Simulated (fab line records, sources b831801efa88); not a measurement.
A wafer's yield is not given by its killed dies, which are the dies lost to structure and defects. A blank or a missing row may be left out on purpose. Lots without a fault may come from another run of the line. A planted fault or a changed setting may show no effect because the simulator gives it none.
A struck lot beside a sound one    flow sky130    15 out of 708 route steps
Sound: the wafers L561.1, L561.4, L561.6. Struck: wafer L565.4 (left out: L565.5, a lot-mate that was not struck); the cause follows at the end.
At each step with rows: each side's tool, then ch and its chambers, then its first start. Under that, the readings that differ: sound wafers    struck wafers    difference of the means    sigmas: that difference in standard deviations of wafers without a fault.
alike: words and numbers the same on both sides, and readings whose means are apart by under 2 such deviations; not compared: readings that were withheld, readings missing a value for some wafer, numbers with overlapping values and no deviation given by the record, and bounds like >300 which may hide the same value.
The two part at a step that has a row with sigmas, a row that says differs or no value, or rows on one side only. When numbers do not overlap yet have no deviation, they are printed without sigmas and do not part them. Lack of a reading on every wafer of one side parts them only where that side has two or more wafers.

SKY_PASSIVATION_THK_MEAS_01:
  struck on film metro-03, day 48 01:04; sound on film metro-03, day 46 17:00
  alike: PASSIVATION_CVD_00_THK
SKY_PASSIVATION_CVD_02: deposits Si3N4, target thk 540 nm.
  sound on pecvd-04 ch 0,2, day 46 17:04; struck on pecvd-04 ch 2, day 48 01:13
  alike: heater power w
SKY_PASSIVATION_THK_MEAS_03:
  struck on film metro-04, day 48 01:22; sound on film metro-02, day 46 17:17
  alike: PASSIVATION_CVD_02_THK
then, 7 steps without rows for these wafers: SKY_PASSIVATION_DEHYDRATE_04 (time 60 s); SKY_PASSIVATION_HMDS_05 (prime time 60 s); SKY_PASSIVATION_COAT_06 (resist thk 3000 nm); SKY_PASSIVATION_SOFTBAKE_07; SKY_PASSIVATION_EXPOSE_08 (exposes mask NSM, target cd 3000 nm); SKY_PASSIVATION_PEB_09; SKY_PASSIVATION_DEVELOP_10 (develop time 60 s).
SKY_PASSIVATION_ETCH_11: etches the open film in CF4/O2, stops on AlCu, target depth 725 nm, time 161.1 s.
  sound on rie diel-04 ch 0,1,3, day 47 12:37; struck on rie diel-03 ch 2, day 48 19:49
reading                sound              struck  difference  sigmas
oes product au (a.u.)  0.979 0.980 0.974  1.004   +0.026      +4
  alike: drypump motor current A, throttle valve pct
  not compared: rf hours counter h
SKY_PASSIVATION_STRIP_12: strips in O2/N2.
  sound on plasma asher-03 ch 0, day 47 12:43; struck on plasma asher-02 ch 1, day 48 19:57
  alike: drypump motor current A, oes product au, strip time to endpoint s
  not compared: rf hours counter h
SKY_PAD_OPEN_DEHYDRATE_00: time 60 s.
  sound on litho track-03 ch 0, day 47 21:42; struck on litho track-03 ch 0, day 49 04:40
reading           sound              struck  difference  sigmas
run length s (s)  88.95 88.88 88.87  99.25   +10.35      +86
then, 1 step without rows for these wafers: SKY_PAD_OPEN_HMDS_01 (prime time 60 s).
SKY_PAD_OPEN_PROBE_99:
  rows exist in the record for the sound wafers here (prober-02, day 48 09:43), none for the struck ones

## WHERE THEY PART
Last at SKY_PAD_OPEN_PROBE_99 as far as this record goes, first at SKY_PASSIVATION_ETCH_11.

WHY: what the simulator had put in
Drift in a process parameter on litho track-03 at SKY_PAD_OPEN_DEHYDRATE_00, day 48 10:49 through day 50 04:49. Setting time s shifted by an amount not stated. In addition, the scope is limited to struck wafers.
